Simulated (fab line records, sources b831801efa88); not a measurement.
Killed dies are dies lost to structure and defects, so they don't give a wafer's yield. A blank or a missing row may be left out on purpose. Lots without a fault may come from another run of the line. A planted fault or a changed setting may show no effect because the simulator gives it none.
Tool commonality check | flow gf180mcu | 12 lots, 36 wafers sampled

WHY IT WAS OPENED
At GF_PSD_RS_MEAS_14 the reading NSD_RS is flagged on 2 of 12 lots. Wafers without a fault read 46.10 ohm/sq, standard deviation 0.095.
Rule: a lot is flagged when every wafer of it that has a number lies more than 4 standard deviations from that mean, or none has a number. The other lots count as sound.

lot  | measured     | on            | NSD_RS (ohm/sq), wafer by wafer | flag
L110 | day 14 03:20 | film_metro-03 | 46.15 46.21 46.15               |
L118 | day 16 19:55 | film_metro-01 | 40.93 41.01 40.99               | FLAGGED
L121 | day 18 00:08 | film_metro-02 | 40.95 40.93 41.01               | FLAGGED
L125 | day 19 11:28 | film_metro-03 | 46.11 46.14 46.08               |
L126 | day 20 04:40 | film_metro-03 | 46.05 46.08 46.11               |
L127 | day 20 09:52 | film_metro-01 | 46.04 46.07 46.08               |
L128 | day 20 15:57 | film_metro-01 | 46.12 46.07 46.04               |
L129 | day 21 00:16 | film_metro-01 | 46.07 45.97 46.14               |
L130 | day 21 06:49 | film_metro-02 | 46.12 46.16 46.11               |
L131 | day 21 17:06 | film_metro-02 | 46.21 46.25 46.22               |
L132 | day 21 22:26 | film_metro-02 | 46.13 46.10 46.31               |
L133 | day 22 07:07 | film_metro-02 | 46.12 46.11 46.12               |
The numbers of the flagged lots are 40.97 ohm/sq on average: -5.13 ohm/sq against the usual, or -54 standard deviations.

WHICH TOOL RAN EACH LOT
The record holds 3 process steps before the reading, out of a route of 602 steps. In each cell: the tool, then ch and the chambers that the sampled wafers went through, then the start.
lot  | flag    | GF_HV_LDD_STRIP_49                   | GF_PSD_STRIP_10                      | GF_PSD_RTA_13
L110 |         | plasma_asher-03 ch 0,1, day 12 07:06 | plasma_asher-03 ch 0,1, day 14 03:02 | rtp_anneal-02 ch 0, day 14 03:15
L118 | FLAGGED | plasma_asher-03 ch 0,1, day 14 19:57 | plasma_asher-04 ch 0,1, day 16 19:36 | rtp_anneal-02 ch 0, day 16 19:49
L121 | FLAGGED | plasma_asher-01 ch 1, day 15 23:41   | plasma_asher-02 ch 0, day 17 23:50   | rtp_anneal-02 ch 0, day 18 00:03
L125 |         | plasma_asher-03 ch 0, day 17 08:59   | plasma_asher-02 ch 0,1, day 19 11:09 | rtp_anneal-01 ch 0, day 19 11:22
L126 |         | plasma_asher-01 ch 0,1, day 18 01:09 | plasma_asher-02 ch 0,1, day 20 04:22 | rtp_anneal-01 ch 0, day 20 04:35
L127 |         | plasma_asher-02 ch 0,1, day 18 06:36 | plasma_asher-02 ch 1, day 20 09:33   | rtp_anneal-01 ch 0, day 20 09:46
L128 |         | plasma_asher-02 ch 0,1, day 18 13:44 | plasma_asher-04 ch 0,1, day 20 15:33 | rtp_anneal-01 ch 0, day 20 15:52
L129 |         | plasma_asher-02 ch 0,1, day 18 20:26 | plasma_asher-04 ch 0,1, day 20 23:58 | rtp_anneal-01 ch 0, day 21 00:11
L130 |         | plasma_asher-01 ch 0,1, day 19 02:52 | plasma_asher-04 ch 0,1, day 21 06:30 | rtp_anneal-01 ch 0, day 21 06:43
L131 |         | plasma_asher-02 ch 0,1, day 19 14:14 | plasma_asher-04 ch 0,1, day 21 16:47 | rtp_anneal-01 ch 0, day 21 17:01
L132 |         | plasma_asher-01 ch 0,1, day 19 18:51 | plasma_asher-02 ch 0,1, day 21 22:07 | rtp_anneal-01 ch 0, day 21 22:21
L133 |         | plasma_asher-01 ch 0,1, day 20 03:11 | plasma_asher-03 ch 0,1, day 22 06:47 | rtp_anneal-02 ch 0, day 22 07:01
What these steps do:
- GF_HV_LDD_STRIP_49: strips in O2/N2.
- GF_PSD_STRIP_10: strips in O2/N2.
- GF_PSD_RTA_13: time 20 s.
- GF_PSD_RS_MEAS_14: measures by four-point-probe.

FLAGGED OVER TOTAL, TOOL BY TOOL (the gauges that took the reading come last)
step               | tool            | lots run | flagged | share of the flagged lots | sound lots run after its first flagged lot
GF_HV_LDD_STRIP_49 | plasma_asher-01 | 5        | 1       | some                      | 4 (L126,L130,L132,L133)
GF_HV_LDD_STRIP_49 | plasma_asher-02 | 4        | 0       | none                      | -
GF_HV_LDD_STRIP_49 | plasma_asher-03 | 3        | 1       | some                      | 1 (L125)
GF_PSD_STRIP_10    | plasma_asher-02 | 5        | 1       | some                      | 4 (L125,L126,L127,L132)
GF_PSD_STRIP_10    | plasma_asher-03 | 2        | 0       | none                      | -
GF_PSD_STRIP_10    | plasma_asher-04 | 5        | 1       | some                      | 4 (L128,L129,L130,L131)
GF_PSD_RTA_13      | rtp_anneal-01   | 8        | 0       | none                      | -
GF_PSD_RTA_13      | rtp_anneal-02   | 4        | 2       | all                       | 1 (L133)
GF_PSD_RS_MEAS_14  | film_metro-01   | 4        | 1       | some                      | 3 (L127,L128,L129)
GF_PSD_RS_MEAS_14  | film_metro-02   | 5        | 1       | some                      | 4 (L130,L131,L132,L133)
GF_PSD_RS_MEAS_14  | film_metro-03   | 3        | 0       | none                      | -

WHAT THE TABLE ALLOWS
1 row of the table ran every flagged lot: rtp_anneal-02 at GF_PSD_RTA_13.
- rtp_anneal-02 at GF_PSD_RTA_13: 2 of its 4 lots flagged. Sound lots ran on it after the first flagged one (L133), which a lasting fault on the whole tool wouldn't allow. Its own readings lie more than 4 standard deviations out on every wafer of the flagged lots: wafer_temp_C_max.
No row of the table ran every flagged lot and no sound lot after the first.

WHAT THE SIMULATOR HAD PUT IN
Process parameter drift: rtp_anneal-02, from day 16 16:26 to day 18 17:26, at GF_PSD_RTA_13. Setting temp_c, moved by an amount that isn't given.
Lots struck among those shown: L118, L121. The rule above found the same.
